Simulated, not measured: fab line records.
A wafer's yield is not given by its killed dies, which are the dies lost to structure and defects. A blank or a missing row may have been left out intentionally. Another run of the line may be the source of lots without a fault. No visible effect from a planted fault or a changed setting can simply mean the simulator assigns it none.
fab line records || flow sky130
[record] {"lots": 7, "wafers": 21, "lastDay": 50}
route steps=708 shown VT_ADJUST_LVTN@113 VT_ADJUST_NCORE@119
lots untouched by any fault: they come from a run of this same line in which no faults occurred
startH: start of the lot's first displayed wafer, in hours after the record's first day || waitH: hours from the lot's prior step to this one || " identical to the entry in the row above || L1.1+2: one row covering several wafers at once || - no value, or no start was given || * or withheld: withheld || < > ~ a bound
route shown NAME@n: names a module that has steps shown in the file, with the first one's number in the route || usual: mean/standard deviation taken from wafers without a fault || same: alike in all rows || chamber/n: place in a boat || sites: each site's reading || _std_site: the standard deviation of these || _edge_site: outer sites' mean less inner sites' || radiusMm: for every site, how far away it sits from the centre of the wafer || mask NAME#n: copy n || behind: the tool/chamber that last shaped the wafer || hold: what put the lot on hold/how long, in hours/how the hold closed || device: the transistor (n, p or np) that didn't switch || end of line: the route-end tests of the same wafers || for a step that has no rows: nothing shown but its recipe || killed: dies that structure and defects cost at the first sort, which is not the same as the wafer's yield || map: per-die view of a wafer (x killed, . not killed, _ where there is no die)
set.NAME: setting as actually run; set.NAME@STEP: the setting as run at that earlier step || model.NAME: the simulator's own value behind a step, which no gauge read
lots seen at some steps along the route; tables by step, rows by wafer
services: from which hour (startH, from the record's first day; less than 0 if before it) a tool's chamber was out of use, for how many hours, and why
[[steps]]
[step SKY_VT_ADJUST_LVTN_PEB_16]
[recipe] {"tempC": "withheld", "timeS": "*", "resist": "NOVOLAK"}
[step SKY_VT_ADJUST_LVTN_DEVELOP_17]
[recipe] {"resist": "NOVOLAK", "developer": "TMAH", "developTimeS": 60, "devTempC": 23}
[step SKY_VT_ADJUST_LVTN_OVL_MEAS_18]
[usual] {"VT_ADJUST_LVTN_01_OVL": "0.7/1.4"}
{"lot.wafer": "L513.2", "tool": "overlay-02", "chamber": "-", "startH": 172.82, "waitH": 0.1, "VT_ADJUST_LVTN_01_OVL[nm]": 1.7}
{"lot.wafer": "L513.4", "tool": "overlay-02", "chamber": "-", "startH": 172.82, "waitH": 0.1, "VT_ADJUST_LVTN_01_OVL[nm]": 0.9}
{"lot.wafer": "L513.6", "tool": "overlay-02", "chamber": "-", "startH": 172.82, "waitH": 0.1, "VT_ADJUST_LVTN_01_OVL[nm]": 0.8}
{"lot.wafer": "L522.2", "tool": "overlay-01", "chamber": "-", "startH": 233.73, "waitH": 0.1, "VT_ADJUST_LVTN_01_OVL[nm]": 0.4}
{"lot.wafer": "L522.4", "tool": "overlay-01", "chamber": "-", "startH": 233.73, "waitH": 0.1, "VT_ADJUST_LVTN_01_OVL[nm]": 0.7}
{"lot.wafer": "L522.5", "tool": "overlay-01", "chamber": "-", "startH": 233.73, "waitH": 0.1, "VT_ADJUST_LVTN_01_OVL[nm]": 2.2}
{"lot.wafer": "L523.3", "tool": "overlay-01", "chamber": "-", "startH": 240.18, "waitH": 0.1, "VT_ADJUST_LVTN_01_OVL[nm]": -1.0}
{"lot.wafer": "L523.4", "tool": "overlay-01", "chamber": "-", "startH": 240.18, "waitH": 0.1, "VT_ADJUST_LVTN_01_OVL[nm]": -0.2}
{"lot.wafer": "L523.5", "tool": "overlay-01", "chamber": "-", "startH": 240.18, "waitH": 0.1, "VT_ADJUST_LVTN_01_OVL[nm]": -1.1}
{"lot.wafer": "L524.2", "tool": "overlay-02", "chamber": "-", "startH": 245.73, "waitH": 0.1, "VT_ADJUST_LVTN_01_OVL[nm]": 0.9}
{"lot.wafer": "L524.3", "tool": "overlay-02", "chamber": "-", "startH": 245.73, "waitH": 0.1, "VT_ADJUST_LVTN_01_OVL[nm]": 0.0}
{"lot.wafer": "L524.4", "tool": "overlay-02", "chamber": "-", "startH": 245.73, "waitH": 0.1, "VT_ADJUST_LVTN_01_OVL[nm]": 1.1}
{"lot.wafer": "L529.3", "tool": "overlay-02", "chamber": "-", "startH": 281.08, "waitH": 0.1, "VT_ADJUST_LVTN_01_OVL[nm]": 1.8}
{"lot.wafer": "L529.4", "tool": "overlay-02", "chamber": "-", "startH": 281.08, "waitH": 0.1, "VT_ADJUST_LVTN_01_OVL[nm]": 2.2}
{"lot.wafer": "L529.5", "tool": "overlay-02", "chamber": "-", "startH": 281.08, "waitH": 0.1, "VT_ADJUST_LVTN_01_OVL[nm]": 1.2}
{"lot.wafer": "L531.2", "tool": "overlay-01", "chamber": "-", "startH": 290.23, "waitH": 0.1, "VT_ADJUST_LVTN_01_OVL[nm]": 2.3}
{"lot.wafer": "L531.4", "tool": "overlay-01", "chamber": "-", "startH": 290.23, "waitH": 0.1, "VT_ADJUST_LVTN_01_OVL[nm]": 1.8}
{"lot.wafer": "L531.5", "tool": "overlay-01", "chamber": "-", "startH": 290.23, "waitH": 0.1, "VT_ADJUST_LVTN_01_OVL[nm]": 0.6}
{"lot.wafer": "L534.1", "tool": "overlay-02", "chamber": "-", "startH": 332.66, "waitH": 0.1, "VT_ADJUST_LVTN_01_OVL[nm]": 0.9}
{"lot.wafer": "L534.2", "tool": "overlay-02", "chamber": "-", "startH": 332.66, "waitH": 0.1, "VT_ADJUST_LVTN_01_OVL[nm]": 0.4}
{"lot.wafer": "L534.6", "tool": "overlay-02", "chamber": "-", "startH": 332.66, "waitH": 0.1, "VT_ADJUST_LVTN_01_OVL[nm]": 0.8}
[step SKY_VT_ADJUST_LVTN_IMPLANT_19]
[recipe] {"species": "B", "energyKev": 30, "doseCm2": 6.5e+11, "tiltDeg": "withheld"}
[step SKY_VT_ADJUST_LVTN_STRIP_20]
[recipe] {"chemistry": "O2/N2", "powerW": 1400, "pressureMtorr": 1500, "platenTempC": "withheld", "o2FlowSccm": 3000, "n2FlowSccm": 300, "overashFraction": 0.5}
[usual] {"drypumpMotorCurrentA": "5.4/0.43", "oesProductAu": "0.716/0.0045", "stripTimeToEndpointS": "14.18/0.037"}
{"lot.wafer": "L513.2", "tool": "plasmaAsher-03", "chamber": 0, "startH": 173.00, "waitH": 0.1, "drypumpMotorCurrentA": 4.8, "oesProductAu": 0.713, "rfHoursCounterH": 5, "stripTimeToEndpointS": 14.19}
{"lot.wafer": "L513.4", "tool": "plasmaAsher-03", "chamber": 1, "startH": 173.00, "waitH": 0.1, "drypumpMotorCurrentA": 5.0, "oesProductAu": 0.721, "rfHoursCounterH": "-", "stripTimeToEndpointS": 14.13}
{"lot.wafer": "L513.6", "tool": "plasmaAsher-03", "chamber": 1, "startH": 173.00, "waitH": 0.1, "drypumpMotorCurrentA": 5.0, "oesProductAu": 0.719, "rfHoursCounterH": "-", "stripTimeToEndpointS": 14.15}
{"lot.wafer": "L522.2", "tool": "plasmaAsher-03", "chamber": 1, "startH": 233.91, "waitH": 0.1, "drypumpMotorCurrentA": 5.0, "oesProductAu": 0.715, "rfHoursCounterH": 11, "stripTimeToEndpointS": 14.16}
{"lot.wafer": "L522.4", "tool": "plasmaAsher-03", "chamber": 0, "startH": 233.91, "waitH": 0.1, "drypumpMotorCurrentA": 4.8, "oesProductAu": 0.719, "rfHoursCounterH": "-", "stripTimeToEndpointS": 14.14}
{"lot.wafer": "L522.5", "tool": "plasmaAsher-03", "chamber": 0, "startH": 233.91, "waitH": 0.1, "drypumpMotorCurrentA": 4.8, "oesProductAu": 0.721, "rfHoursCounterH": "-", "stripTimeToEndpointS": 14.19}
{"lot.wafer": "L523.3", "tool": "plasmaAsher-02", "chamber": 0, "startH": 240.39, "waitH": 0.1, "drypumpMotorCurrentA": 6.1, "oesProductAu": 0.716, "rfHoursCounterH": "-", "stripTimeToEndpointS": 14.14}
{"lot.wafer": "L523.4", "tool": "plasmaAsher-02", "chamber": 1, "startH": 240.39, "waitH": 0.1, "drypumpMotorCurrentA": 5.5, "oesProductAu": 0.721, "rfHoursCounterH": "-", "stripTimeToEndpointS": 14.08}
{"lot.wafer": "L523.5", "tool": "plasmaAsher-02", "chamber": 0, "startH": 240.39, "waitH": 0.1, "drypumpMotorCurrentA": 6.1, "oesProductAu": 0.715, "rfHoursCounterH": "-", "stripTimeToEndpointS": 14.12}
{"lot.wafer": "L524.2", "tool": "plasmaAsher-02", "chamber": 1, "startH": 245.91, "waitH": 0.1, "drypumpMotorCurrentA": 5.5, "oesProductAu": 0.721, "rfHoursCounterH": 57, "stripTimeToEndpointS": 14.24}
{"lot.wafer": "L524.3", "tool": "plasmaAsher-02", "chamber": 0, "startH": 245.91, "waitH": 0.1, "drypumpMotorCurrentA": 6.1, "oesProductAu": 0.712, "rfHoursCounterH": "-", "stripTimeToEndpointS": 14.18}
{"lot.wafer": "L524.4", "tool": "plasmaAsher-02", "chamber": 1, "startH": 245.91, "waitH": 0.1, "drypumpMotorCurrentA": 5.5, "oesProductAu": 0.719, "rfHoursCounterH": "-", "stripTimeToEndpointS": 14.20}
{"lot.wafer": "L529.3", "tool": "plasmaAsher-02", "chamber": 0, "startH": 281.28, "waitH": 0.1, "drypumpMotorCurrentA": 6.1, "oesProductAu": 0.715, "rfHoursCounterH": "-", "stripTimeToEndpointS": 14.23}
{"lot.wafer": "L529.4", "tool": "plasmaAsher-02", "chamber": 1, "startH": 281.28, "waitH": 0.1, "drypumpMotorCurrentA": 5.5, "oesProductAu": 0.718, "rfHoursCounterH": "-", "stripTimeToEndpointS": 14.25}
{"lot.wafer": "L529.5", "tool": "plasmaAsher-02", "chamber": 1, "startH": 281.28, "waitH": 0.1, "drypumpMotorCurrentA": 5.5, "oesProductAu": 0.711, "rfHoursCounterH": "-", "stripTimeToEndpointS": 14.22}
{"lot.wafer": "L531.2", "tool": "plasmaAsher-04", "chamber": 1, "startH": 290.41, "waitH": 0.1, "drypumpMotorCurrentA": 5.7, "oesProductAu": 0.719, "rfHoursCounterH": 60, "stripTimeToEndpointS": 14.21}
{"lot.wafer": "L531.4", "tool": "plasmaAsher-04", "chamber": 1, "startH": 290.41, "waitH": 0.1, "drypumpMotorCurrentA": 5.8, "oesProductAu": 0.716, "rfHoursCounterH": "-", "stripTimeToEndpointS": 14.10}
{"lot.wafer": "L531.5", "tool": "plasmaAsher-04", "chamber": 0, "startH": 290.41, "waitH": 0.1, "drypumpMotorCurrentA": 5.6, "oesProductAu": 0.719, "rfHoursCounterH": "-", "stripTimeToEndpointS": 14.16}
{"lot.wafer": "L534.1", "tool": "plasmaAsher-03", "chamber": 0, "startH": 332.85, "waitH": 0.1, "drypumpMotorCurrentA": 4.9, "oesProductAu": 0.720, "rfHoursCounterH": 21, "stripTimeToEndpointS": 14.14}
{"lot.wafer": "L534.2", "tool": "plasmaAsher-03", "chamber": 1, "startH": 332.85, "waitH": 0.1, "drypumpMotorCurrentA": 5.0, "oesProductAu": 0.711, "rfHoursCounterH": 21, "stripTimeToEndpointS": 14.13}
{"lot.wafer": "L534.6", "tool": "plasmaAsher-03", "chamber": 1, "startH": 332.85, "waitH": 0.1, "drypumpMotorCurrentA": 5.0, "oesProductAu": 0.718, "rfHoursCounterH": "-", "stripTimeToEndpointS": 14.12}
[step SKY_VT_ADJUST_LVTN_TW_MEAS_21]
[usual] {"VT_ADJUST_LVTN_2_TW": "187.7/1"}
{"lot.wafer": "L513.2", "tool": "filmMetro-02", "chamber": "-", "startH": 173.11, "waitH": 0.1, "VT_ADJUST_LVTN_2_TW": 189.3}
{"lot.wafer": "L513.4", "tool": "filmMetro-02", "chamber": "-", "startH": 173.11, "waitH": 0.1, "VT_ADJUST_LVTN_2_TW": 187.9}
{"lot.wafer": "L513.6", "tool": "filmMetro-02", "chamber": "-", "startH": 173.11, "waitH": 0.1, "VT_ADJUST_LVTN_2_TW": 188.2}
{"lot.wafer": "L522.2", "tool": "filmMetro-02", "chamber": "-", "startH": 234.02, "waitH": 0.1, "VT_ADJUST_LVTN_2_TW": 188.2}
{"lot.wafer": "L522.4", "tool": "filmMetro-02", "chamber": "-", "startH": 234.02, "waitH": 0.1, "VT_ADJUST_LVTN_2_TW": 188.4}
{"lot.wafer": "L522.5", "tool": "filmMetro-02", "chamber": "-", "startH": 234.02, "waitH": 0.1, "VT_ADJUST_LVTN_2_TW": 188.4}
{"lot.wafer": "L523.3", "tool": "filmMetro-04", "chamber": "-", "startH": 240.48, "waitH": 0.1, "VT_ADJUST_LVTN_2_TW": 187.1}
{"lot.wafer": "L523.4", "tool": "filmMetro-04", "chamber": "-", "startH": 240.48, "waitH": 0.1, "VT_ADJUST_LVTN_2_TW": 187.9}
{"lot.wafer": "L523.5", "tool": "filmMetro-04", "chamber": "-", "startH": 240.48, "waitH": 0.1, "VT_ADJUST_LVTN_2_TW": 187.4}
{"lot.wafer": "L524.2", "tool": "filmMetro-03", "chamber": "-", "startH": 246.02, "waitH": 0.1, "VT_ADJUST_LVTN_2_TW": 187.7}
{"lot.wafer": "L524.3", "tool": "filmMetro-03", "chamber": "-", "startH": 246.02, "waitH": 0.1, "VT_ADJUST_LVTN_2_TW": 187.0}
{"lot.wafer": "L524.4", "tool": "filmMetro-03", "chamber": "-", "startH": 246.02, "waitH": 0.1, "VT_ADJUST_LVTN_2_TW": 187.6}
{"lot.wafer": "L529.3", "tool": "filmMetro-02", "chamber": "-", "startH": 281.37, "waitH": 0.1, "VT_ADJUST_LVTN_2_TW": 187.8}
{"lot.wafer": "L529.4", "tool": "filmMetro-02", "chamber": "-", "startH": 281.37, "waitH": 0.1, "VT_ADJUST_LVTN_2_TW": 189.5}
{"lot.wafer": "L529.5", "tool": "filmMetro-02", "chamber": "-", "startH": 281.37, "waitH": 0.1, "VT_ADJUST_LVTN_2_TW": 187.9}
{"lot.wafer": "L531.2", "tool": "filmMetro-02", "chamber": "-", "startH": 290.52, "waitH": 0.1, "VT_ADJUST_LVTN_2_TW": 188.8}
{"lot.wafer": "L531.4", "tool": "filmMetro-02", "chamber": "-", "startH": 290.52, "waitH": 0.1, "VT_ADJUST_LVTN_2_TW": 189.3}
{"lot.wafer": "L531.5", "tool": "filmMetro-02", "chamber": "-", "startH": 290.52, "waitH": 0.1, "VT_ADJUST_LVTN_2_TW": 188.1}
{"lot.wafer": "L534.1", "tool": "filmMetro-03", "chamber": "-", "startH": 332.95, "waitH": 0.1, "VT_ADJUST_LVTN_2_TW": 186.2}
{"lot.wafer": "L534.2", "tool": "filmMetro-03", "chamber": "-", "startH": 332.95, "waitH": 0.1, "VT_ADJUST_LVTN_2_TW": 186.3}
{"lot.wafer": "L534.6", "tool": "filmMetro-03", "chamber": "-", "startH": 332.95, "waitH": 0.1, "VT_ADJUST_LVTN_2_TW": 186.1}
[step SKY_VT_ADJUST_NCORE_DEHYDRATE_00]
[recipe] {"tempC": 200, "timeS": 60}
[step SKY_VT_ADJUST_NCORE_HMDS_01]
[recipe] {"primeTimeS": 60, "primeTempC": 120}
[step SKY_VT_ADJUST_NCORE_COAT_02]
[recipe] {"resist": "NOVOLAK", "spinRpm": 3000, "resistThkNm": 1140}
[step SKY_VT_ADJUST_NCORE_SOFTBAKE_03]
[recipe] {"tempC": 90, "timeS": 60, "resist": "NOVOLAK"}
[step SKY_VT_ADJUST_NCORE_EXPOSE_04]
[recipe] {"maskId": "LVTN_COMPLEMENT_THIN", "na": 0.6, "sourceShape": "conventional", "sigmaOuter": 0.6, "polarization": "unpolarized", "targetCdNm": 380, "doseMj": 139}
[step SKY_VT_ADJUST_NCORE_PEB_05]
[recipe] {"tempC": "withheld", "timeS": "*", "resist": "NOVOLAK"}
[step SKY_VT_ADJUST_NCORE_DEVELOP_06]
[recipe] {"resist": "NOVOLAK", "developer": "TMAH", "developTimeS": 60, "devTempC": 22.24}
[usual] {"chillPlateTempC": "22.99/0.12", "developTimeS": "60/0"}
{"lot.wafer": "L513.2", "tool": "lithoTrack-01", "chamber": 0, "startH": 191.90, "waitH": 0.1, "chillPlateTempC": 23.02, "developTimeS": 60}
{"lot.wafer": "L513.4", "tool": "lithoTrack-01", "chamber": 0, "startH": 191.90, "waitH": 0.1, "chillPlateTempC": 23.04, "developTimeS": 60}
{"lot.wafer": "L513.6", "tool": "lithoTrack-01", "chamber": 0, "startH": 191.90, "waitH": 0.1, "chillPlateTempC": 22.77, "developTimeS": 60}
{"lot.wafer": "L522.2", "tool": "lithoTrack-02", "chamber": "-", "startH": 256.18, "waitH": 0.1, "chillPlateTempC": "-", "developTimeS": "-"}
{"lot.wafer": "L522.4", "tool": "lithoTrack-02", "chamber": "-", "startH": 256.18, "waitH": 0.1, "chillPlateTempC": "-", "developTimeS": "-"}
{"lot.wafer": "L522.5", "tool": "lithoTrack-02", "chamber": "-", "startH": 256.18, "waitH": 0.1, "chillPlateTempC": "-", "developTimeS": "-"}
{"lot.wafer": "L523.3", "tool": "lithoTrack-01", "chamber": "-", "startH": 262.12, "waitH": 0.1, "chillPlateTempC": "-", "developTimeS": "-"}
{"lot.wafer": "L523.4", "tool": "lithoTrack-01", "chamber": "-", "startH": 262.12, "waitH": 0.1, "chillPlateTempC": "-", "developTimeS": "-"}
{"lot.wafer": "L523.5", "tool": "lithoTrack-01", "chamber": "-", "startH": 262.12, "waitH": 0.1, "chillPlateTempC": "-", "developTimeS": "-"}
{"lot.wafer": "L524.2", "tool": "lithoTrack-02", "chamber": "-", "startH": 268.23, "waitH": 0.1, "chillPlateTempC": "-", "developTimeS": "-"}
{"lot.wafer": "L524.3", "tool": "lithoTrack-02", "chamber": "-", "startH": 268.23, "waitH": 0.1, "chillPlateTempC": "-", "developTimeS": "-"}
{"lot.wafer": "L524.4", "tool": "lithoTrack-02", "chamber": "-", "startH": 268.23, "waitH": 0.1, "chillPlateTempC": "-", "developTimeS": "-"}
{"lot.wafer": "L529.3", "tool": "lithoTrack-01", "chamber": 0, "startH": 305.02, "waitH": 0.1, "chillPlateTempC": 22.98, "developTimeS": 60}
{"lot.wafer": "L529.4", "tool": "lithoTrack-01", "chamber": 0, "startH": 305.02, "waitH": 0.1, "chillPlateTempC": 23.14, "developTimeS": 60}
{"lot.wafer": "L529.5", "tool": "lithoTrack-01", "chamber": 0, "startH": 305.02, "waitH": 0.1, "chillPlateTempC": 22.94, "developTimeS": 60}
{"lot.wafer": "L531.2", "tool": "lithoTrack-03", "chamber": 0, "startH": 315.49, "waitH": 0.1, "chillPlateTempC": 23.00, "developTimeS": 60}
{"lot.wafer": "L531.4", "tool": "lithoTrack-03", "chamber": 0, "startH": 315.49, "waitH": 0.1, "chillPlateTempC": 22.94, "developTimeS": 60}
{"lot.wafer": "L531.5", "tool": "lithoTrack-03", "chamber": 0, "startH": 315.49, "waitH": 0.1, "chillPlateTempC": 22.85, "developTimeS": 60}
{"lot.wafer": "L534.1", "tool": "lithoTrack-02", "chamber": 0, "startH": 359.61, "waitH": 0.1, "chillPlateTempC": 23.03, "developTimeS": 60}
{"lot.wafer": "L534.2", "tool": "lithoTrack-02", "chamber": 0, "startH": 359.61, "waitH": 0.1, "chillPlateTempC": 22.94, "developTimeS": 60}
{"lot.wafer": "L534.6", "tool": "lithoTrack-02", "chamber": 0, "startH": 359.61, "waitH": 0.1, "chillPlateTempC": 23.11, "developTimeS": 60}
[step SKY_VT_ADJUST_NCORE_CD_MEAS_07]
[recipe] {"targetCdNm": 380}
[usual] {"cdNm": "379.7/2.6"}
{"lot.wafer": "L513.2", "tool": "cdSem-02", "chamber": "-", "startH": 192.04, "waitH": 0.1, "cdNm": 379.5}
{"lot.wafer": "L513.4", "tool": "cdSem-02", "chamber": "-", "startH": 192.04, "waitH": 0.1, "cdNm": 381.0}
{"lot.wafer": "L513.6", "tool": "cdSem-02", "chamber": "-", "startH": 192.04, "waitH": 0.1, "cdNm": 381.5}
{"lot.wafer": "L522.2", "tool": "cdSem-01", "chamber": "-", "startH": 256.33, "waitH": 0.1, "cdNm": "-"}
{"lot.wafer": "L522.4", "tool": "cdSem-01", "chamber": "-", "startH": 256.33, "waitH": 0.1, "cdNm": "-"}
{"lot.wafer": "L522.5", "tool": "cdSem-01", "chamber": "-", "startH": 256.33, "waitH": 0.1, "cdNm": "-"}
{"lot.wafer": "L523.3", "tool": "cdSem-01", "chamber": "-", "startH": 262.26, "waitH": 0.1, "cdNm": "-"}
{"lot.wafer": "L523.4", "tool": "cdSem-01", "chamber": "-", "startH": 262.26, "waitH": 0.1, "cdNm": "-"}
{"lot.wafer": "L523.5", "tool": "cdSem-01", "chamber": "-", "startH": 262.26, "waitH": 0.1, "cdNm": "-"}
{"lot.wafer": "L524.2", "tool": "cdSem-02", "chamber": "-", "startH": 268.38, "waitH": 0.1, "cdNm": "-"}
{"lot.wafer": "L524.3", "tool": "cdSem-02", "chamber": "-", "startH": 268.38, "waitH": 0.1, "cdNm": "-"}
{"lot.wafer": "L524.4", "tool": "cdSem-02", "chamber": "-", "startH": 268.38, "waitH": 0.1, "cdNm": "-"}
{"lot.wafer": "L529.3", "tool": "cdSem-02", "chamber": "-", "startH": 305.16, "waitH": 0.1, "cdNm": 383.9}
{"lot.wafer": "L529.4", "tool": "cdSem-02", "chamber": "-", "startH": 305.16, "waitH": 0.1, "cdNm": 385.0}
{"lot.wafer": "L529.5", "tool": "cdSem-02", "chamber": "-", "startH": 305.16, "waitH": 0.1, "cdNm": 384.5}
{"lot.wafer": "L531.2", "tool": "cdSem-01", "chamber": "-", "startH": 315.63, "waitH": 0.1, "cdNm": 380.3}
{"lot.wafer": "L531.4", "tool": "cdSem-01", "chamber": "-", "startH": 315.63, "waitH": 0.1, "cdNm": 380.1}
{"lot.wafer": "L531.5", "tool": "cdSem-01", "chamber": "-", "startH": 315.63, "waitH": 0.1, "cdNm": 379.8}
{"lot.wafer": "L534.1", "tool": "cdSem-01", "chamber": "-", "startH": 359.76, "waitH": 0.1, "cdNm": 376.9}
{"lot.wafer": "L534.2", "tool": "cdSem-01", "chamber": "-", "startH": 359.76, "waitH": 0.1, "cdNm": 375.0}
{"lot.wafer": "L534.6", "tool": "cdSem-01", "chamber": "-", "startH": 359.76, "waitH": 0.1, "cdNm": 375.8}
[[services]]
{"tool": "plasmaAsher-03", "chamber": "-", "startH": 151.18, "hours": 2.8, "kind": "pm"}
{"tool": "plasmaAsher-02", "chamber": "-", "startH": 151.88, "hours": 0.8, "kind": "repair"}
{"tool": "plasmaAsher-02", "chamber": "-", "startH": 167.08, "hours": 0.9, "kind": "repair"}
{"tool": "plasmaAsher-03", "chamber": "-", "startH": 171.04, "hours": 0.9, "kind": "repair"}
{"tool": "plasmaAsher-04", "chamber": "-", "startH": 258.29, "hours": 1.2, "kind": "repair"}
{"tool": "plasmaAsher-03", "chamber": "-", "startH": 273.48, "hours": 0.4, "kind": "repair"}
{"tool": "plasmaAsher-04", "chamber": "-", "startH": 331.88, "hours": 2.0, "kind": "repair"}
{"tool": "plasmaAsher-04", "chamber": "-", "startH": 339.27, "hours": 4.0, "kind": "repair"}
{"tool": "plasmaAsher-04", "chamber": "-", "startH": 346.81, "hours": 2.8, "kind": "pm"}
[[key]]
[firstSign] {"step": "SKY_VT_ADJUST_NCORE_DEVELOP_06", "reading": "toolRecord", "direction": "missing"}
effect none on later readings
metAt SKY_VT_ADJUST_NCORE_DEVELOP_06
struckWafers L522.2,L522.4,L522.5,L523.3,L523.4,L523.5,L524.2,L524.3,L524.4
sortLeftOut L522.2,L522.4,L522.5,L523.3,L523.4,L523.5,L524.2,L524.3,L524.4
testerLeftOut L522,L523,L524
onsetBetween 191.90 256.18
[fault] {"kind": "skippedStepWhole", "tool": "lithoTrack-01,lithoTrack-02", "chamber": "-", "onsetH": 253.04, "steps": "SKY_VT_ADJUST_NCORE_DEVELOP_06", "scope": "struckLotsOnly"}
// testerLeftOut: of these lots the tester's yield and bins aren't shown, on N5 and GAA mostly nor the transistor test; their killed dies are dies lost to structure and defects alone, not to doping, threshold or leakage, so they don't give the yield
// sortLeftOut: the simulated sort isn't trusted on such a fault, so these wafers' sort isn't shown, and their yield isn't known
